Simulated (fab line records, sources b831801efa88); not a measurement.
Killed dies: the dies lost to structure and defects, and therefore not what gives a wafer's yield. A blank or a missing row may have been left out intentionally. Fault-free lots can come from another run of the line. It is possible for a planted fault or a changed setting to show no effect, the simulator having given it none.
Which of the tools did it?	flow sky130	Sampling: 14 lots, 42 wafers, 2 of 708 route steps

== WHAT THE GAUGES READ, wafer by wafer ==
No reading from a measuring or inspecting step in the record can be judged against a usual standard deviation.

== WHICH TOOL RAN EACH LOT (tool, then ch and the chambers of the sampled wafers, then the start) ==
lot	SKY_METAL5_SPUTTER_03	SKY_PAD_OPEN_PROBE_99
L208	pvd_sputter-01, day 42 22:39	-
L210	pvd_sputter-01, day 43 10:06	-
L209	pvd_sputter-01, day 43 18:25	-
L211	pvd_sputter-04, day 43 18:39	-
L213	pvd_sputter-04, day 44 13:14	-
L214	pvd_sputter-01, day 45 09:32	-
L217	pvd_sputter-04, day 45 18:53	-
L218	pvd_sputter-04, day 45 20:49	-
L219	pvd_sputter-04, day 46 02:09	-
L221	pvd_sputter-04, day 46 18:13	-
L223	pvd_sputter-04, day 47 03:40	prober-02, day 49 16:15
L228	pvd_sputter-04, day 48 08:47	prober-01, day 50 16:08
L229	pvd_sputter-02, day 48 10:52	-
L230	pvd_sputter-02, day 48 14:50	-
- SKY_METAL5_SPUTTER_03: material Ti, target thk 5 nm, time 3.3 s.
- SKY_PAD_OPEN_PROBE_99

== AS READ BY THE TOOLS THEMSELVES (means over the sampled wafers that have a number; for cases with no such wafer, the mark the record gives instead) ==
SKY_METAL5_SPUTTER_03. Usual: 30.2 % for throttle_valve_pct, sd 0.87.
lot	tool	throttle_valve_pct (%)	flag
L208	pvd_sputter-01	30.4	
L210	pvd_sputter-01	31.1	
L209	pvd_sputter-01	31.6	
L211	pvd_sputter-04	30.2	
L213	pvd_sputter-04	30.3	
L214	pvd_sputter-01	31.3	
L217	pvd_sputter-04	29.8	
L218	pvd_sputter-04	30.1	
L219	pvd_sputter-04	29.6	
L221	pvd_sputter-04	30.2	
L223	pvd_sputter-04	30.0	
L228	pvd_sputter-04	30.0	
L229	pvd_sputter-02	29.5	
L230	pvd_sputter-02	29.7	

SKY_PAD_OPEN_PROBE_99. Usual: defect_limited_yield 82.5 %, standard deviation 2; killed_at_M0_to_M3 44, standard deviation 7; killed_at_M4_up 3.0, standard deviation 1.7; killed_at_contacts 24, standard deviation 5.2; killed_at_front_end 15, standard deviation 4.8; killed_at_other 0.2, standard deviation 0.56; killed_dies 86, standard deviation 9.7; killed_open 47, standard deviation 7.1; killed_short 39, standard deviation 6.3; sort_bin_3_pad_short 0.9 %, standard deviation 0.4; sort_bin_5_function 10.3 %, standard deviation 1.6; sort_bin_6_memory 6.3 %, standard deviation 1.2; sort_n_pass 406, standard deviation 9.7; sort_yield_pct 82.5 %, standard deviation 2.
lot	tool	defect_limited_yield (%)	killed_at_M0_to_M3	killed_at_M4_up	killed_at_contacts	killed_at_front_end	killed_at_other	killed_dies	killed_open	killed_short	sort_bin_3_pad_short (%)	sort_bin_5_function (%)	sort_bin_6_memory (%)	sort_n_pass	sort_yield_pct (%)	flag
L223	prober-02	77.1	48	24.3	21	18	1.7	113	49	43	2.3	15.1	5.6	379	77.1	OFF
L228	prober-01	78.1	50	21.3	27	10	0.0	108	48	40	2.6	12.9	6.4	384	78.1	OFF

== THE ANSWER, worked out from the rows above alone ==
Rule: a lot is off if the mean of its wafers that have a number lies more than 3 standard deviations from the usual mean. Also off: a lot with no number at a reading for which 4 or more lots have one. All remaining lots with rows at the step are treated as sound. After the gauges, taken in route order, come the tools' own readings; for these a lot's mean is taken, as printed above. At the first step where some lot is off, the reading lying furthest off is the one used; lots without a number count as furthest.
Off at SKY_PAD_OPEN_PROBE_99 (killed_at_M4_up): L223, L228. Neither off nor sound, because the step has no rows for them: L208, L210, L209, L211, L213, L214, L217, L218, L219, L221, L229, L230.
A tool fits if, at that step or a process step before it, it ran every lot that is off, and no sound lot after the first of them. One fits: pvd_sputter-04 at SKY_METAL5_SPUTTER_03. It ran no sound lot before its first lot that is off in this sample, so the start can't be narrowed down.

== WHAT THE SIMULATOR HAD PUT IN ==
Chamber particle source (pvd_sputter-04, SKY_METAL5_SPUTTER_03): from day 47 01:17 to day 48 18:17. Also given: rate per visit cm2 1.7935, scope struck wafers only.
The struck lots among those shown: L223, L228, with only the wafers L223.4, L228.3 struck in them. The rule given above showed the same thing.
